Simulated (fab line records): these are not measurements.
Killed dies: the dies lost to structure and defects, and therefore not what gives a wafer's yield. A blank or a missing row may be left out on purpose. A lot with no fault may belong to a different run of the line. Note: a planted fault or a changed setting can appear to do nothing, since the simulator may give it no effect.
2 desks, one fault | flow sky130 | only its own numbers are on each desk; what lay behind them is given at the end

FOR THE TOOL OWNER'S DESK: iline stepper-02
The tool's own readings at SKY_VT_ADJUST_NCORE_EXPOSE_04 (exposes mask LVTN COMPLEMENT THIN, target cd 380 nm): means of the sampled wafers that have a number, for each lot that ran on this tool. Any lot whose mean is over 4 standard deviations away from the usual mean is out of limits and marked OUT; that distance is given in the brackets.
Columns: A = exposure dose mJ cm2 at SKY_VT_ADJUST_NCORE_EXPOSE_04, usual 138.8
lot  | first seen here | A
L312 | day 8 23:25     | 139.4
L314 | day 9 12:56     | 154.0 (+21) OUT
L315 | day 9 20:26     | 154.3 (+22) OUT
L316 | day 10 03:26    | 151.4 (+18) OUT
L320 | day 11 08:55    | 147.3 (+12) OUT
This desk's verdict: out of limits on L314, L315, L316, L320, starting with L314 at day 9 12:56 (exposure dose mJ cm2 at SKY_VT_ADJUST_NCORE_EXPOSE_04). L312: within limits.

METROLOGY DESK
Lot by lot, what the gauges showed, no matter which tool ran the lot: averages of those sampled wafers that carry a number. Any lot whose mean is over 4 standard deviations away from the usual mean is out of limits and marked OUT; that distance is given in the brackets.
Columns: A = cd nm at SKY_VT_ADJUST_NCORE_CD_MEAS_07, usual 380.3 nm
lot  | first seen here | A
L309 | day 8 20:14     | 381.6
L310 | day 8 22:22     | 378.0
L312 | day 9 10:41     | 378.3
L314 | day 9 23:38     | 407.5 (+13) OUT
L315 | day 10 07:29    | 408.5 (+13) OUT
L316 | day 10 14:53    | 407.0 (+13) OUT
L320 | day 11 20:53    | 394.8 (+6.9) OUT
L324 | day 13 00:26    | 379.5
L325 | day 13 06:15    | 380.5
L328 | day 14 09:50    | 381.7
This desk's verdict: out of limits on L314, L315, L316, L320, starting with L314 at day 9 23:38 (cd nm at SKY_VT_ADJUST_NCORE_CD_MEAS_07). L309, L310, L312, L324, L325, L328: within limits.

PUT TOGETHER
The tool owner's desk had the chance to raise an alarm at day 9 12:56 on L314, L315, L316, L320.
Metrology desk: alarm possible at day 9 23:38 on L314, L315, L316, L320.
On iline stepper-02, each named lot ran SKY_VT_ADJUST_NCORE_EXPOSE_04.

WHAT HAD BEEN PUT IN BY THE SIMULATOR
Drift in process parameters on iline stepper-02 at SKY_VT_ADJUST_NCORE_EXPOSE_04, starting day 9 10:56. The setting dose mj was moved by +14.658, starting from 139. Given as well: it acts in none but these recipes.
Struck lots among those shown: L314, L315, L316, L320.
Hours from the fault's start to each desk's first reading out of limits: the tool owner's desk, 2; the metrology desk, 13.
